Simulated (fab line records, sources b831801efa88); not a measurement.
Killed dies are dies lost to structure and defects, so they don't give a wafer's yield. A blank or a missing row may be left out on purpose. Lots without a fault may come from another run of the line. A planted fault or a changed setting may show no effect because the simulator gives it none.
Which tool did it? | flow gf180mcu | 10 lots, 30 wafers sampled, at 6 steps of a route of 602

WHAT THE GAUGES READ, wafer by wafer
GF_HV_LDD_THK_MEAS_55. Usual: HV_LDD_CVD_54_THK 10.02 nm, standard deviation 0.14.
lot  | measured     | on            | HV_LDD_CVD_54_THK (nm) | flag
L143 | day 12 21:46 | film_metro-01 | 9.93 10.04 9.98        |
L146 | day 13 17:11 | film_metro-03 | 9.99 9.94 9.94         |
L149 | day 15 04:28 | film_metro-04 | 10.05 10.09 10.02      |
L150 | day 15 23:17 | film_metro-04 | 9.79 10.01 9.97        |
L158 | day 17 20:43 | film_metro-01 | 9.83 9.85 9.82         |
L160 | day 18 23:40 | film_metro-03 | 9.98 10.02 9.95        |
L161 | day 19 11:14 | film_metro-03 | 10.15 10.23 10.38      |
L163 | day 19 22:13 | film_metro-04 | 10.16 9.95 10.05       |
L162 | day 19 23:14 | film_metro-03 | 10.13 10.10 10.00      |
L164 | day 20 22:15 | film_metro-01 | 10.01 9.99 10.04       |

GF_PSD_TW_MEAS_11. Usual: PSD_TW 3192, standard deviation 24.
lot  | measured     | on            | PSD_TW         | flag
L143 | day 14 17:44 | film_metro-03 | 3178 3195 3175 |
L146 | day 15 12:56 | film_metro-03 | 3203 3198 3214 |
L149 | day 17 02:32 | film_metro-01 | 3290 3305 3284 | OFF
L150 | day 17 22:55 | film_metro-02 | 3280 3277 3242 | OFF
L158 | day 19 23:16 | film_metro-02 | 3164 3168 3171 |
L160 | day 21 03:06 | film_metro-01 | 3219 3228 3221 |
L161 | day 21 13:19 | film_metro-02 | 3177 3169 3182 |
L163 | day 22 00:44 | film_metro-03 | 3189 3175 3193 |
L162 | day 22 01:02 | film_metro-01 | 3228 3212 3209 |
L164 | day 22 22:38 | film_metro-01 | 3219 3202 3218 |

GF_PSD_RS_MEAS_15: measures by four-point-probe. Usual: PSD_RS 108.49 ohm/sq, standard deviation 0.26.
lot  | measured     | on            | PSD_RS (ohm/sq)      | flag
L143 | day 14 18:03 | film_metro-01 | 108.43 108.27 108.12 |
L146 | day 15 13:16 | film_metro-02 | 108.34 108.19 108.55 |
L149 | day 17 02:51 | film_metro-01 | 103.73 103.82 103.84 | OFF
L150 | day 17 23:15 | film_metro-01 | 103.26 103.10 103.10 | OFF
L158 | day 19 23:36 | film_metro-01 | 108.67 108.44 108.64 |
L160 | day 21 03:25 | film_metro-03 | 108.58 108.18 108.69 |
L161 | day 21 13:39 | film_metro-01 | 108.49 108.47 108.68 |
L163 | day 22 01:04 | film_metro-03 | 108.53 108.50 108.56 |
L162 | day 22 01:22 | film_metro-01 | 108.53 108.43 108.43 |
L164 | day 22 22:56 | film_metro-03 | 108.48 108.35 108.43 |

WHICH TOOL RAN EACH LOT (tool, then ch and the chambers of the sampled wafers, then the start)
lot  | GF_HV_LDD_STRIP_37                   | GF_PSD_IMPLANT_09               | GF_PSD_STRIP_10
L143 | plasma_asher-01 ch 0,1, day 12 00:33 | implanter-04 ch 0, day 14 17:29 | plasma_asher-01 ch 1, day 14 17:38
L146 | plasma_asher-03 ch 0,1, day 12 19:31 | implanter-03 ch 0, day 15 12:43 | plasma_asher-01 ch 0,1, day 15 12:50
L149 | plasma_asher-02 ch 0,1, day 14 06:28 | implanter-03 ch 0, day 17 02:17 | plasma_asher-01 ch 0,1, day 17 02:26
L150 | plasma_asher-03 ch 0,1, day 14 22:44 | implanter-03 ch 0, day 17 22:41 | plasma_asher-04 ch 0,1, day 17 22:49
L158 | plasma_asher-01 ch 0,1, day 16 19:53 | implanter-02 ch 0, day 19 23:01 | plasma_asher-01 ch 0,1, day 19 23:10
L160 | plasma_asher-02 ch 0,1, day 17 21:53 | implanter-03 ch 0, day 21 02:51 | plasma_asher-03 ch 0,1, day 21 03:00
L161 | plasma_asher-03 ch 0,1, day 18 09:17 | implanter-04 ch 0, day 21 13:05 | plasma_asher-04 ch 0,1, day 21 13:13
L163 | plasma_asher-03 ch 0,1, day 18 20:32 | implanter-04 ch 0, day 22 00:31 | plasma_asher-03 ch 0,1, day 22 00:38
L162 | plasma_asher-03 ch 0,1, day 18 20:44 | implanter-03 ch 0, day 22 00:49 | plasma_asher-04 ch 0,1, day 22 00:56
L164 | plasma_asher-03 ch 0,1, day 19 18:56 | implanter-03 ch 0, day 22 22:23 | plasma_asher-03 ch 0,1, day 22 22:32
- GF_HV_LDD_STRIP_37: strips in O2/N2.
- GF_PSD_IMPLANT_09
- GF_PSD_STRIP_10: strips in O2/N2.

WHAT THE TOOLS THEMSELVES READ (means of the sampled wafers that have a number; where no wafer has one, the mark that the record gives instead)
GF_HV_LDD_STRIP_37. Usual: drypump_motor_current_A 5.7 A, standard deviation 0.38; heater_power_w 344 W, standard deviation 34; n2_flow_sccm 300.1 sccm, standard deviation 0.86; o2_flow_sccm 3000 sccm, standard deviation 9.9; oes_product_au 0.715 a.u., standard deviation 0.0043; strip_time_to_endpoint_s 12.64 s, standard deviation 0.041.
lot  | tool            | drypump_motor_current_A (A) | heater_power_w (W) | n2_flow_sccm (sccm) | o2_flow_sccm (sccm) | oes_product_au (a.u.) | strip_time_to_endpoint_s (s) | flag
L143 | plasma_asher-01 | 5.9                         | 339                | 300.3               | 3002                | 0.716                 | 12.65                        |
L146 | plasma_asher-03 | 5.4                         | 350                | 299.7               | 3003                | 0.717                 | 12.68                        |
L149 | plasma_asher-02 | 6.0                         | 370                | 300.1               | 3002                | 0.718                 | 12.63                        |
L150 | plasma_asher-03 | 5.2                         | 351                | 300.2               | 3003                | 0.716                 | 12.60                        |
L158 | plasma_asher-01 | 5.9                         | 336                | 300.9               | 3004                | 0.715                 | 12.67                        |
L160 | plasma_asher-02 | 6.0                         | 372                | 299.8               | 2998                | 0.714                 | 12.65                        |
L161 | plasma_asher-03 | 5.2                         | 359                | 300.5               | 3008                | 0.714                 | 12.62                        |
L163 | plasma_asher-03 | 5.3                         | 348                | 299.9               | 2994                | 0.718                 | 12.64                        |
L162 | plasma_asher-03 | 5.2                         | 353                | 299.7               | 3003                | 0.717                 | 12.62                        |
L164 | plasma_asher-03 | 5.2                         | 353                | 300.3               | 2998                | 0.713                 | 12.66                        |

GF_PSD_IMPLANT_09. Usual: beam_energy_keV 39.998, standard deviation 0.013; end_station_pressure_torr 1.18e-05 Torr, standard deviation 6e-07.
lot  | tool         | beam_energy_keV | end_station_pressure_torr (Torr) | flag
L143 | implanter-04 | 40.004          | 1.19e-05                         |
L146 | implanter-03 | 39.996          | 1.20e-05                         |
L149 | implanter-03 | 44.601          | 1.20e-05                         | OFF
L150 | implanter-03 | 44.605          | 1.22e-05                         | OFF
L158 | implanter-02 | 39.993          | 1.21e-05                         |
L160 | implanter-03 | 39.999          | 1.18e-05                         |
L161 | implanter-04 | 39.991          | 1.17e-05                         |
L163 | implanter-04 | 39.997          | 1.16e-05                         |
L162 | implanter-03 | 39.985          | 1.12e-05                         |
L164 | implanter-03 | 39.992          | 1.13e-05                         |

GF_PSD_STRIP_10. Usual: drypump_motor_current_A 5.7 A, standard deviation 0.37; heater_power_w 330 W, standard deviation 31; n2_flow_sccm 299.9 sccm, standard deviation 0.95; o2_flow_sccm 2999 sccm, standard deviation 8.8; oes_product_au 0.592 a.u., standard deviation 0.0047; strip_time_to_endpoint_s 16.54 s, standard deviation 0.042.
lot  | tool            | drypump_motor_current_A (A) | heater_power_w (W) | n2_flow_sccm (sccm) | o2_flow_sccm (sccm) | oes_product_au (a.u.) | strip_time_to_endpoint_s (s) | flag
L143 | plasma_asher-01 | 6.0                         | 356                | 300.3               | 2999                | 0.594                 | 16.55                        |
L146 | plasma_asher-01 | 5.9                         | 338                | 300.6               | 2986                | 0.587                 | 16.58                        |
L149 | plasma_asher-01 | 5.9                         | 333                | 299.1               | 3002                | 0.584                 | 16.97                        | OFF
L150 | plasma_asher-04 | 5.8                         | 323                | 299.9               | 3013                | 0.579                 | 16.94                        | OFF
L158 | plasma_asher-01 | 5.8                         | 320                | 301.1               | 2992                | 0.590                 | 16.54                        |
L160 | plasma_asher-03 | 5.3                         | 353                | 299.5               | 3002                | 0.589                 | 16.54                        |
L161 | plasma_asher-04 | 5.8                         | 325                | 300.3               | 2987                | 0.595                 | 16.48                        |
L163 | plasma_asher-03 | 5.2                         | 350                | 299.6               | 2992                | 0.594                 | 16.48                        |
L162 | plasma_asher-04 | 5.8                         | 322                | 300.6               | 3002                | 0.593                 | 16.50                        |
L164 | plasma_asher-03 | 5.3                         | 351                | 299.7               | 3002                | 0.588                 | 16.52                        |

THE ANSWER, worked out from the rows above alone
Rule: a lot is off if the mean of its wafers that have a number lies more than 3 standard deviations from the usual mean. A lot without any number at a reading at which 4 lots or more have one is off too. The other lots that the step has rows for count as sound. The gauges are gone through in route order, then the tools' own readings, and for those a lot's mean is taken as printed above. The first step at which some lot is off is used, and at that step the reading that is off furthest; a lot without a number counts as furthest.
Off: L149, L150, at GF_PSD_TW_MEAS_11 (PSD_TW).
A tool fits if, at a process step before that reading, it ran every lot that is off, and no sound lot after the first of them. The gauges at GF_PSD_TW_MEAS_11 aren't tried: what is off there is off at GF_PSD_IMPLANT_09 too, on other tools, and a gauge's error can't cause that. None of those tried fits.

WHAT THE SIMULATOR HAD PUT IN
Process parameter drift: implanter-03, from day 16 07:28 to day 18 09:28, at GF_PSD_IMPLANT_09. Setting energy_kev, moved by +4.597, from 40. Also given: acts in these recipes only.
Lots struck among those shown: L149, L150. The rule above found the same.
